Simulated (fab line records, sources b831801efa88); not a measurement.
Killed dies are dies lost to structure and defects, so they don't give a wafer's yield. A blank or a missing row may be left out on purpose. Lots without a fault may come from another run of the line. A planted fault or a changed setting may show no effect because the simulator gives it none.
fab line records | flow gf180mcu
record lots=11 wafers=33 last_day=35
route steps=602 shown M3@424 M4@457 V4@499 MIM@511
lots that met no fault: from a run of the same line without faults
start_h: hours from the record's first day to the start of the lot's first wafer shown | wait_h: hours since the lot's step before | " the same as in the row above | L1.1+2: a row that stands for several wafers | - no value, or no start given | * or withheld: withheld | < > ~ a bound
route shown NAME@n: a module of which the file shows steps, and the number in the route of the first | usual: mean/standard deviation of fault-free wafers | same: alike in all rows | chamber/n: place in a boat | sites: the reading at each site | _std_site: their standard deviation | _edge_site: outer sites' mean less inner sites' | radius_mm: how far each site lies from the wafer's centre | mask NAME#n: copy n | behind: the tool/chamber that last shaped the wafer | hold: why the lot was held/for how many hours/how that ended | device: the transistor (n, p or np) that didn't switch | end of line: the same wafers' tests at the end of the route | a step without rows: its recipe alone | killed: dies lost to structure and defects at the first sort, not the wafer's yield | map: a wafer's dies, x killed, . not, _ none there
set.NAME: the setting as run; set.NAME@STEP: as run at that earlier step | model.NAME: the simulator's own value behind a step, which no gauge read
steps of the route over a sample of lots; a table a step, a row a wafer
services: from which hour (start_h, from the record's first day; less than 0 if before it) a tool's chamber was out of use, for how many hours, and why
## steps
# step GF_M3_OVL_MEAS_15
# usual M3_OVL=-4/5.5
# columns lot.wafer tool chamber start_h wait_h M3_OVL[nm]
L975.2 overlay-02 - 493.88 0.1 0
L975.4 " - " " 6
L975.6 " - " " -1
L980.1 overlay-01 - 552.12 0.1 -9
L980.5 " - " " -10
L980.6 " - " " -11
L981.1 overlay-02 - 560.64 0.1 -6
L981.2 " - " " -4
L981.6 " - " " 1
L983.1 overlay-01 - 577.97 0.1 -5
L983.2 " - " " -12
L983.6 " - " " -8
L982.1 overlay-01 - 578.44 0.1 -7
L982.2 " - " " -2
L982.4 " - " " -9
L984.1 overlay-01 - 582.44 0.1 8
L984.4 " - " " 2
L984.6 " - " " 3
L993.1 overlay-02 - 640.14 0.1 -6
L993.2 " - " " -4
L993.4 " - " " -8
L994.1 overlay-02 - 656.49 0.1 -4
L994.4 " - " " -3
L994.6 " - " " -5
L996.1 overlay-02 - 659.39 0.1 -2
L996.2 " - " " -2
L996.3 " - " " -13
L997.1 overlay-01 - 673.18 0.1 -1
L997.3 " - " " -1
L997.4 " - " " -6
L998.2 overlay-01 - 678.99 0.1 0
L998.4 " - " " 9
L998.6 " - " " 3
# step GF_M4_SPUTTER_01
# recipe material=TiN target_thk_nm=30 power_w=6500 time_s=25 chamber_pressure_pa=0.4
# usual throttle_valve_pct=30.1/1.3
# columns lot.wafer tool chamber start_h wait_h throttle_valve_pct
L975.2 pvd_sputter-04 - 520.67 0.1 28.1
L975.4 " - " " 30.3
L975.6 " - " " 30.2
L980.1 pvd_sputter-04 - 577.01 0.1 28.3
L980.5 " - " " 32.1
L980.6 " - " " 29.0
L981.1 pvd_sputter-01 - 585.92 0.1 32.1
L981.2 " - " " 30.4
L981.6 " - " " 28.2
L983.1 pvd_sputter-04 - 602.28 0.1 30.2
L983.2 " - " " 28.8
L983.6 " - " " 28.0
L982.1 pvd_sputter-01 - 602.79 0.1 28.0
L982.2 " - " " 30.5
L982.4 " - " " 29.8
L984.1 pvd_sputter-01 - 607.06 0.1 30.1
L984.4 " - " " 32.2
L984.6 " - " " 28.0
L993.1 pvd_sputter-03 - 663.11 0.1 31.9
L993.2 " - " " 31.3
L993.4 " - " " 29.7
L994.1 pvd_sputter-03 - 679.06 0.1 31.8
L994.4 " - " " 32.1
L994.6 " - " " 30.9
L996.1 pvd_sputter-01 - 681.18 0.1 28.1
L996.2 " - " " 30.4
L996.3 " - " " 30.0
L997.1 pvd_sputter-04 - 695.22 0.1 28.9
L997.3 " - " " 31.7
L997.4 " - " " 30.2
L998.2 pvd_sputter-01 - 701.09 0.1 28.1
L998.4 " - " " 30.7
L998.6 " - " " 30.5
# step GF_V4_CVD_23
# recipe material=W target_thk_nm=350 time_s=104.9 temp_c=400 pressure_torr=40
# usual heater_power_w=863/50
# columns lot.wafer tool chamber start_h wait_h heater_power_w
L975.2 cvd_w-02 0 569.83 0.0 842
L975.4 " 1 " " 914
L975.6 " 1 " " 900
L980.1 cvd_w-02 0 622.04 0.0 824
L980.5 " 0 " " 839
L980.6 " 1 " " 913
L981.1 cvd_w-02 0 629.66 0.0 839
L981.2 " 1 " " 913
L981.6 " 1 " " 909
L983.1 cvd_w-01 1 645.83 0.0 788
L983.2 " 0 " " 895
L983.6 " 1 " " 806
L982.1 cvd_w-02 0 647.38 0.0 838
L982.2 " 1 " " 925
L982.4 " 0 " " 831
L984.1 cvd_w-02 1 651.18 0.0 887
L984.4 " 0 " " 839
L984.6 " 0 " " 841
L993.1 cvd_w-01 1 704.68 0.0 801
L993.2 " 1 " " 818
L993.4 " 1 " " 789
L994.1 cvd_w-02 0 719.22 0.0 825
L994.4 " 1 " " 898
L994.6 " 1 " " 900
L996.1 cvd_w-01 1 721.59 0.0 786
L996.2 " 0 " " 932
L996.3 " 0 " " 923
L997.1 cvd_w-01 1 734.29 0.0 802
L997.3 " 1 " " 794
L997.4 " 0 " " 927
L998.2 cvd_w-02 1 740.29 0.0 906
L998.4 " 0 " " 826
L998.6 " 0 " " 836
# step GF_V4_RS_MEAS_24
# recipe thk_meas_gauge=four-point-probe reads=W_of_V4_CVD_23+TiN_of_V4_SPUTTER_22+Ti_of_V4_SPUTTER_21
# usual V4_W_RS=0.327/0.0039
# columns lot.wafer tool chamber start_h wait_h V4_W_RS[ohm/sq]
L975.2 film_metro-01 - 569.97 0.1 0.325
L975.4 " - " " 0.329
L975.6 " - " " 0.331
L980.1 film_metro-02 - 622.15 0.1 0.326
L980.5 " - " " 0.325
L980.6 " - " " 0.335
L981.1 film_metro-01 - 629.77 0.1 0.237
L981.2 " - " " 0.331
L981.6 " - " " 0.335
L983.1 film_metro-03 - 645.95 0.1 0.333
L983.2 " - " " 0.327
L983.6 " - " " 0.333
L982.1 film_metro-01 - 647.49 0.1 0.237
L982.2 " - " " 0.325
L982.4 " - " " 0.238
L984.1 film_metro-03 - 651.29 0.1 0.331
L984.4 " - " " 0.237
L984.6 " - " " 0.240
L993.1 film_metro-03 - 704.91 0.2 0.328
L993.2 " - " " 0.328
L993.4 " - " " 0.329
L994.1 film_metro-01 - 719.33 0.1 0.321
L994.4 " - " " 0.325
L994.6 " - " " 0.326
L996.1 film_metro-03 - 721.70 0.1 0.326
L996.2 " - " " 0.325
L996.3 " - " " 0.326
L997.1 film_metro-02 - 734.41 0.1 0.320
L997.3 " - " " 0.326
L997.4 " - " " 0.326
L998.2 film_metro-02 - 740.42 0.1 0.332
L998.4 " - " " 0.329
L998.6 " - " " 0.327
# step GF_V4_THK_MEAS_25
# recipe thk_meas_gauge=xrf reads=W_of_V4_CVD_23
# usual V4_W_THK=360/5.9
# columns lot.wafer tool chamber start_h wait_h V4_W_THK[nm]
L975.2 film_metro-01 - 570.08 0.1 360
L975.4 " - " " 353
L975.6 " - " " 353
L980.1 film_metro-02 - 622.27 0.1 365
L980.5 " - " " 368
L980.6 " - " " 355
L981.1 film_metro-01 - 629.89 0.1 498
L981.2 " - " " 353
L981.6 " - " " 348
L983.1 film_metro-03 - 646.07 0.1 356
L983.2 " - " " 363
L983.6 " - " " 357
L982.1 film_metro-01 - 647.61 0.1 499
L982.2 " - " " 360
L982.4 " - " " 493
L984.1 film_metro-03 - 651.41 0.1 359
L984.4 " - " " 516
L984.6 " - " " 505
L993.1 film_metro-03 - 705.03 0.1 356
L993.2 " - " " 360
L993.4 " - " " 359
L994.1 film_metro-01 - 719.45 0.1 366
L994.4 " - " " 363
L994.6 " - " " 361
L996.1 film_metro-03 - 721.82 0.1 366
L996.2 " - " " 366
L996.3 " - " " 365
L997.1 film_metro-02 - 734.53 0.1 364
L997.3 " - " " 359
L997.4 " - " " 357
L998.2 film_metro-02 - 740.53 0.1 354
L998.4 " - " " 356
L998.6 " - " " 358
# step GF_V4_CMP_26
# recipe stop_on=SiO2 down_force_psi=3.5 platen_rpm=60 t_overpolish_s=15 target_thk_nm=0 pad_velocity_m_s=0.94248
# usual motor_current_A=11.2/0.74 slurry_filter_dp_kPa=13.51/0.14 slurry_flow_ml_min=150.0/0.45 time_to_endpoint_s=83/4.1
# columns lot.wafer tool chamber start_h wait_h motor_current_A slurry_filter_dp_kPa slurry_flow_ml_min time_to_endpoint_s
L975.2 cmp-01 2 571.42 1.3 11.6 13.47 150.2 81
L975.4 " 3 " " 11.7 13.59 150.0 85
L975.6 " 0 " " 10.8 13.46 150.0 87
L980.1 cmp-02 1 622.43 0.1 10.6 13.61 150.2 85
L980.6 " 3 " " 11.8 13.55 150.3 84
L980.5 " 0 " " 10.5 13.57 149.8 78
L981.1 cmp-02 3 630.00 0.1 11.5 13.51 150.0 110
L981.2 " 1 " " 11.1 13.53 150.3 80
L981.6 " 2 " " 10.4 13.35 150.2 74
L983.2 cmp-02 3 646.13 0.0 11.7 13.43 150.5 86
L983.1 " 2 " " 10.7 13.55 150.7 81
L983.6 " 0 " " 10.0 13.16 149.5 75
L982.1 cmp-02 1 647.72 0.1 11.5 13.53 149.4 118
L982.2 " 2 " " 10.0 13.59 149.1 82
L982.4 " 3 " " 11.3 13.29 150.1 117
L984.4 cmp-01 2 651.47 0.0 12.2 13.52 149.7 105
L984.1 " 1 " " 12.4 13.28 149.5 83
L984.6 " 3 " " 12.1 13.53 150.8 113
L993.4 cmp-01 0 705.09 0.0 10.7 13.61 149.4 82
L993.2 " 2 " " 12.6 13.68 150.3 74
L993.1 " 3 " " 12.2 13.54 149.5 82
L994.1 cmp-02 3 720.08 0.6 12.0 13.65 150.2 85
L994.4 " 0 " " 10.5 13.60 149.8 79
L994.6 " 3 " " 11.5 13.59 150.1 89
L996.3 cmp-02 0 722.06 0.2 10.5 13.46 150.2 79
L996.1 " 1 " " 11.7 13.42 150.9 87
L996.2 " 3 " " 11.5 13.36 149.5 92
L997.1 cmp-01 0 734.59 0.1 10.6 13.42 150.1 88
L997.4 " 2 " " 11.9 13.82 149.8 79
L997.3 " 3 " " 12.2 13.43 149.9 86
L998.2 cmp-02 2 740.58 0.0 10.2 13.25 149.9 80
L998.4 " 0 " " 10.3 13.40 150.2 78
L998.6 " 2 " " 10.2 13.44 148.7 83
# step GF_MIM_SPUTTER_08
# recipe material=AlCu target_thk_nm=200 power_w=10600 time_s=10.6 chamber_pressure_pa=0.4
# usual throttle_valve_pct=29.9/1.3
# columns lot.wafer tool chamber start_h wait_h throttle_valve_pct
L975.2 pvd_sputter-01 - 571.98 0.0 30.4
L975.4 " - " " 31.9
L975.6 " - " " 28.1
L980.1 pvd_sputter-01 - 622.99 0.0 30.6
L980.5 " - " " 30.0
L980.6 " - " " 30.8
L981.1 pvd_sputter-02 - 630.61 0.0 30.9
L981.2 " - " " 27.8
L981.6 " - " " 30.3
L983.1 pvd_sputter-04 - 646.78 0.0 32.0
L983.2 " - " " 29.0
L983.6 " - " " 28.9
L982.1 pvd_sputter-01 - 648.33 0.0 31.9
L982.2 " - " " 30.6
L982.4 " - " " 30.2
L984.1 pvd_sputter-01 - 652.13 0.0 28.3
L984.4 " - " " 31.9
L984.6 " - " " 30.4
L993.1 pvd_sputter-02 - 705.74 0.0 30.0
L993.2 " - " " 27.9
L993.4 " - " " 30.7
L994.1 pvd_sputter-02 - 720.69 0.0 29.8
L994.4 " - " " 30.5
L994.6 " - " " 29.7
L996.1 pvd_sputter-02 - 722.74 0.0 29.9
L996.2 " - " " 29.8
L996.3 " - " " 27.8
L997.1 pvd_sputter-04 - 735.24 0.0 28.6
L997.3 " - " " 30.0
L997.4 " - " " 32.0
L998.2 pvd_sputter-01 - 741.24 0.0 27.9
L998.4 " - " " 31.6
L998.6 " - " " 29.6
## services
# columns tool chamber start_h hours kind
cmp-02 - 503.97 1.2 repair
cvd_w-02 - 518.12 14.6 pm
cmp-02 - 540.22 1.3 repair
cvd_w-01 - 550.05 6.9 pm
cmp-01 - 558.18 1.6 repair
cmp-02 - 565.61 5.8 pm
cmp-01 - 572.00 4.0 pm
cvd_w-01 - 589.85 0.6 repair
cvd_w-01 1 598.40 9.7 repair
cmp-02 - 614.77 1.3 repair
pvd_sputter-03 - 617.75 32.9 repair
pvd_sputter-01 2 618.29 - consumable_replace:kit
pvd_sputter-01 2 618.29 18.0 scheduled_down
pvd_sputter-04 - 619.33 3.0 repair
pvd_sputter-01 - 636.26 2.1 repair
pvd_sputter-02 - 644.01 3.3 repair
cmp-01 - 655.27 5.2 pm
cvd_w-01 - 656.10 2.8 pm
cmp-01 - 663.66 3.0 repair
cmp-02 - 685.00 13.5 pm
cvd_w-01 0 694.54 12.0 repair
cmp-01 - 701.37 0.8 repair
cmp-02 - 723.14 4.0 repair
cmp-02 - 737.66 1.0 repair
## key
first_sign step=GF_V4_RS_MEAS_24 reading=V4_W_RS direction=down sigmas=23 usual=0.327 struck=0.238
effect step=GF_V4_THK_MEAS_25 reading=V4_W_THK direction=up sigmas=24 usual=360 struck=502
effect step=GF_V4_CMP_26 reading=time_to_endpoint_s direction=up sigmas=7.2 usual=* struck=*
met_at GF_V4_CVD_23
struck_lots L981,L982,L984
struck_wafers L981.1,L982.1,L982.4,L984.4,L984.6
not_acting_at GF_M3_OVL_MEAS_15,GF_M4_SPUTTER_01,GF_MIM_SPUTTER_08
onset_between 622.04 629.66
fault kind=process_parameter_drift tool=cvd_w-02 chamber=0 onset_h=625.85 steps=GF_V4_CVD_23 channel=target_thk_nm offset=126.14 shape=step end_h=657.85 acts_in=these_recipes_only stated=350
